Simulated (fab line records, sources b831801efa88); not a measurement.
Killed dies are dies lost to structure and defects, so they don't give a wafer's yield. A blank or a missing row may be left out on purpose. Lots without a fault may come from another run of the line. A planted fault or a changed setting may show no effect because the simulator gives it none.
Which tool did it? | flow sky130 | 24 lots, 72 wafers sampled, at 6 steps of a route of 708

WHAT THE GAUGES READ, wafer by wafer
SKY_SONOS_TUNNEL_TW_MEAS_12.
lot  | measured     | on            | SONOS_TUNNEL_TW
L074 | day 11 00:38 | film_metro-04 | 199.5 198.6 199.7
L076 | day 12 04:47 | film_metro-02 | 198.4 198.8 199.0
L075 | day 12 07:35 | film_metro-02 | 199.7 199.9 198.5
L078 | day 12 12:39 | film_metro-02 | 200.3 199.2 200.0
L077 | day 12 15:51 | film_metro-01 | 201.9 202.2 201.4
L079 | day 12 22:52 | film_metro-02 | 198.5 199.4 198.1
L080 | day 13 03:51 | film_metro-01 | 199.9 200.5 202.2
L081 | day 13 12:10 | film_metro-01 | 200.0 201.2 200.7
L082 | day 13 19:34 | film_metro-04 | 196.4 196.3 195.3
L083 | day 14 07:25 | film_metro-04 | 196.2 196.1 195.8
L084 | day 14 12:35 | film_metro-04 | 196.7 196.5 195.8
L085 | day 15 00:52 | film_metro-02 | 199.4 198.3 199.3
L086 | day 15 04:38 | film_metro-04 | 196.6 197.6 197.9
L087 | day 15 10:17 | film_metro-04 | 196.8 197.5 197.6
L088 | day 15 23:29 | film_metro-02 | 199.7 199.4 200.2
L090 | day 17 09:27 | film_metro-02 | 201.0 199.0 200.1
L089 | day 17 09:50 | film_metro-04 | 197.1 197.3 196.6
L091 | day 17 13:30 | film_metro-02 | 198.7 198.2 198.4
L093 | day 17 17:58 | film_metro-04 | 198.0 197.1 196.9
L092 | day 17 22:45 | film_metro-01 | 201.3 200.4 201.6
L094 | day 17 23:58 | film_metro-02 | 198.7 198.7 199.8
L096 | day 18 19:01 | film_metro-02 | 199.0 197.3 197.7
L095 | day 18 19:19 | film_metro-04 | 197.0 198.0 198.0
L097 | day 19 11:25 | film_metro-01 | 202.7 202.4 201.5

SKY_LDD_LDN_TW_MEAS_13.
lot  | measured     | on            | LDD_LDN_TW
L074 | day 22 11:26 | film_metro-01 | 1512 1505 1510
L076 | day 23 16:52 | film_metro-01 | 1508 1501 1508
L075 | day 24 00:14 | film_metro-03 | 1464 1470 1457
L078 | day 24 03:56 | film_metro-03 | 1460 1455 1456
L077 | day 24 09:28 | film_metro-01 | 1511 1520 1516
L079 | day 25 00:17 | film_metro-04 | 1476 1470 1476
L080 | day 25 05:07 | film_metro-03 | 1462 1447 1460
L081 | day 25 09:05 | film_metro-01 | 1504 1496 1497
L082 | day 25 16:16 | film_metro-01 | 1508 1501 1505
L083 | day 25 23:38 | film_metro-03 | 1463 1460 1458
L084 | day 26 22:14 | film_metro-03 | 1473 1467 1470
L085 | day 26 22:36 | film_metro-03 | 1476 1468 1470
L086 | day 27 03:02 | film_metro-01 | 1509 1498 1509
L087 | day 27 04:14 | film_metro-01 | 1497 1503 1503
L088 | day 27 17:45 | film_metro-01 | 1501 1507 1504
L090 | day 29 02:23 | film_metro-04 | 1471 1483 1485
L089 | day 29 04:43 | film_metro-01 | 1502 1512 1507
L091 | day 29 08:39 | film_metro-03 | 1474 1468 1468
L093 | day 29 16:08 | film_metro-01 | 1515 1504 1493
L092 | day 29 20:08 | film_metro-04 | 1477 1475 1473
L094 | day 29 20:02 | film_metro-03 | 1468 1474 1469
L096 | day 30 10:13 | film_metro-01 | 1519 1514 1517
L095 | day 30 12:01 | film_metro-03 | 1478 1485 1480
L097 | day 31 03:23 | film_metro-04 | 1477 1471 1480

SKY_POLY_CUT_OVL_MEAS_09.
lot  | measured     | on         | POLY_CUT_OVL (nm)
L074 | day 23 17:52 | overlay-02 | 5 8 5
L076 | day 24 23:19 | overlay-01 | -1 -1 1
L075 | day 25 07:34 | overlay-01 | -1 -3 -11
L078 | day 25 12:31 | overlay-01 | 1 7 -6
L077 | day 25 16:22 | overlay-02 | 14 4 13
L079 | day 26 06:40 | overlay-02 | 2 -12 3
L080 | day 26 11:14 | overlay-02 | -12 -11 -10
L081 | day 26 15:31 | overlay-01 | 6 3 -3
L082 | day 26 22:52 | overlay-01 | -6 -4 -12
L083 | day 27 06:22 | overlay-02 | -7 -10 -14
L084 | day 28 04:22 | overlay-01 | 0 2 5
L085 | day 28 05:44 | overlay-02 | -16 -8 -12
L086 | day 28 08:25 | overlay-01 | 4 -3 -5
L087 | day 28 10:07 | overlay-01 | -3 -1 -8
L088 | day 29 00:52 | overlay-02 | -2 4 5
L090 | day 30 08:10 | overlay-01 | -9 -5 -3
L089 | day 30 09:46 | overlay-02 | -9 -6 -4
L091 | day 30 16:41 | overlay-01 | 0 -8 -5
L093 | day 30 22:16 | overlay-01 | 9 0 2
L092 | day 31 02:28 | overlay-01 | -6 -10 -6
L094 | day 31 01:04 | overlay-02 | -8 -13 -14
L096 | day 31 14:58 | overlay-01 | -12 -2 -5
L095 | day 31 18:01 | overlay-02 | -7 -6 -4
L097 | day 32 09:25 | overlay-01 | -11 -8 -11

SKY_LI_CONTACT_THK_MEAS_01.
lot  | measured     | on            | LI_CONTACT_HDPCVD_THK (nm)
L074 | day 27 09:43 | film_metro-03 | 907 916 914
L076 | day 28 15:09 | film_metro-04 | 929 937 928
L075 | day 28 22:05 | film_metro-03 | 922 923 928
L078 | day 29 04:17 | film_metro-03 | 928 928 932
L077 | day 29 08:02 | film_metro-04 | 928 933 928
L079 | day 29 21:24 | film_metro-04 | 935 912 914
L080 | day 30 01:51 | film_metro-04 | 927 918 928
L081 | day 30 06:52 | film_metro-04 | 921 928 915
L082 | day 30 13:54 | film_metro-04 | 941 934 919
L083 | day 30 21:13 | film_metro-02 | 909 914 913
L084 | day 31 18:45 | film_metro-03 | 927 910 918
L085 | day 31 20:11 | film_metro-04 | 906 934 927
L086 | day 31 21:48 | film_metro-03 | 932 924 917
L087 | day 32 00:15 | film_metro-04 | 920 919 932
L088 | day 32 13:20 | film_metro-02 | 919 917 922
L090 | day 33 18:13 | film_metro-03 | 948 942 934
L089 | day 33 19:52 | film_metro-04 | 917 915 923
L091 | day 34 02:20 | film_metro-02 | 938 938 936
L093 | day 34 07:42 | film_metro-03 | 918 927 929
L092 | day 34 10:55 | film_metro-02 | 934 945 934
L094 | day 34 09:26 | film_metro-03 | 934 931 921
L096 | day 34 22:13 | film_metro-04 | 933 933 934
L095 | day 34 23:40 | film_metro-03 | 929 928 932
L097 | day 35 13:34 | film_metro-04 | 927 926 917

SKY_METAL2_OVL_MEAS_16.
lot  | measured     | on         | METAL2_OVL (nm)
L074 | day 34 13:19 | overlay-01 | 7 5 7
L076 | day 35 12:16 | overlay-01 | 2 -4 5
L075 | day 35 17:49 | overlay-02 | -2 1 1
L078 | day 35 23:55 | overlay-02 | -2 4 5
L077 | day 36 07:25 | overlay-01 | 8 10 8
L079 | day 36 19:13 | overlay-01 | 3 2 4
L080 | day 36 20:10 | overlay-02 | -5 -6 -3
L081 | day 37 01:10 | overlay-02 | -4 0 1
L082 | day 37 06:55 | overlay-01 | 0 -2 -5
L083 | day 37 15:17 | overlay-01 | 3 -1 1
L084 | day 38 10:26 | overlay-01 | -1 -1 1
L085 | day 38 11:05 | overlay-01 | 5 -3 8
L086 | day 38 11:37 | overlay-01 | -1 -3 4
L087 | day 38 15:59 | overlay-01 | -1 -4 6
L088 | day 39 01:43 | overlay-01 | 5 9 7
L090 | day 40 07:13 | overlay-02 | 9 4 9
L089 | day 40 09:07 | overlay-02 | 5 3 4
L091 | day 40 16:10 | overlay-02 | -2 1 2
L093 | day 40 22:01 | overlay-01 | 0 -4 3
L092 | day 40 23:46 | overlay-01 | 6 7 3
L094 | day 40 22:52 | overlay-02 | 1 0 -2
L096 | day 41 11:34 | overlay-02 | 2 0 1
L095 | day 41 12:34 | overlay-02 | -2 4 0
L097 | day 42 01:46 | overlay-02 | 3 9 7

WHICH TOOL RAN EACH LOT (tool, then ch and the chambers of the sampled wafers, then the start)
lot  | SKY_LDD_HVN_STRIP_09
L074 | plasma_asher-04 ch 0,1, day 19 20:43
L076 | plasma_asher-03 ch 0,1, day 21 03:50
L075 | plasma_asher-03 ch 0,1, day 21 08:46
L078 | plasma_asher-03 ch 0,1, day 21 15:17
L077 | plasma_asher-03 ch 0,1, day 21 21:49
L079 | plasma_asher-01 ch 0,1, day 22 11:41
L080 | plasma_asher-04 ch 0,1, day 22 14:47
L081 | plasma_asher-03 ch 0,1, day 22 19:58
L082 | plasma_asher-03 ch 0,1, day 23 05:47
L083 | plasma_asher-03 ch 0,1, day 23 13:40
L084 | plasma_asher-03 ch 1, day 24 11:20
L085 | plasma_asher-04 ch 0,1, day 24 11:31
L086 | plasma_asher-01 ch 0,1, day 24 16:32
L087 | plasma_asher-04 ch 1, day 24 18:11
L088 | plasma_asher-04 ch 0,1, day 25 08:07
L090 | plasma_asher-04 ch 0,1, day 26 16:50
L089 | plasma_asher-04 ch 0,1, day 26 18:37
L091 | plasma_asher-03 ch 0,1, day 26 22:24
L093 | plasma_asher-03 ch 0,1, day 27 06:11
L092 | plasma_asher-04 ch 0,1, day 27 11:13
L094 | plasma_asher-04 ch 0,1, day 27 10:03
L096 | plasma_asher-03 ch 0, day 28 00:11
L095 | plasma_asher-04 ch 0,1, day 28 02:20
L097 | plasma_asher-04 ch 0,1, day 28 18:08
- SKY_LDD_HVN_STRIP_09: strips in O2/N2.

WHAT THE TOOLS THEMSELVES READ (means of the sampled wafers that have a number; where no wafer has one, the mark that the record gives instead)
SKY_LDD_HVN_STRIP_09.
lot  | tool            | drypump_motor_current_A (A) | oes_product_au (a.u.) | strip_time_to_endpoint_s (s)
L074 | plasma_asher-04 | 5.9                         | 0.410                 | 4.121
L076 | plasma_asher-03 | 5.9                         | 0.400                 | 4.124
L075 | plasma_asher-03 | 5.8                         | 0.412                 | 4.121
L078 | plasma_asher-03 | 5.8                         | 0.408                 | 4.124
L077 | plasma_asher-03 | 5.8                         | 0.407                 | 4.159
L079 | plasma_asher-01 | 5.7                         | 0.408                 | 4.146
L080 | plasma_asher-04 | 6.0                         | 0.402                 | 4.132
L081 | plasma_asher-03 | 5.8                         | 0.411                 | 4.143
L082 | plasma_asher-03 | 5.9                         | 0.409                 | 4.123
L083 | plasma_asher-03 | 5.8                         | 0.412                 | 4.114
L084 | plasma_asher-03 | 5.8                         | 0.408                 | 4.142
L085 | plasma_asher-04 | 5.6                         | 0.413                 | 4.141
L086 | plasma_asher-01 | 5.6                         | 0.406                 | 4.148
L087 | plasma_asher-04 | 5.3                         | 0.413                 | 4.140
L088 | plasma_asher-04 | 5.6                         | 0.403                 | 4.133
L090 | plasma_asher-04 | 6.0                         | 0.412                 | 4.139
L089 | plasma_asher-04 | 5.9                         | 0.412                 | 4.116
L091 | plasma_asher-03 | 5.8                         | 0.409                 | 4.138
L093 | plasma_asher-03 | 5.8                         | 0.411                 | 4.150
L092 | plasma_asher-04 | 5.9                         | 0.404                 | 4.135
L094 | plasma_asher-04 | 5.6                         | 0.408                 | 4.148
L096 | plasma_asher-03 | 5.9                         | 0.409                 | 4.136
L095 | plasma_asher-04 | 5.9                         | 0.407                 | 4.143
L097 | plasma_asher-04 | 5.6                         | 0.410                 | 4.119

THE ANSWER, worked out from the rows above alone
Rule: what is usual is taken from the lots themselves. Put in order of their means at a reading, lots are off if they are a third of the lots or fewer, leave a main group of 4 or more, and stand apart from it by a gap of 3 or more times the standard deviation of the main group's means; of several such gaps the widest counts. A main group whose means are all the same, to the digits that the tables above print for the reading, isn't used. A lot without any number at a reading at which 4 lots or more have one is off too. The other lots that the step has rows for count as sound. The gauges are gone through in route order, then the tools' own readings, and for those a lot's mean is taken as printed above. The first step at which some lot is off is used, and at that step the reading that is off furthest; a lot without a number counts as furthest.
No lot is off at any reading shown: from this, nothing can be told.

WHAT THE SIMULATOR HAD PUT IN
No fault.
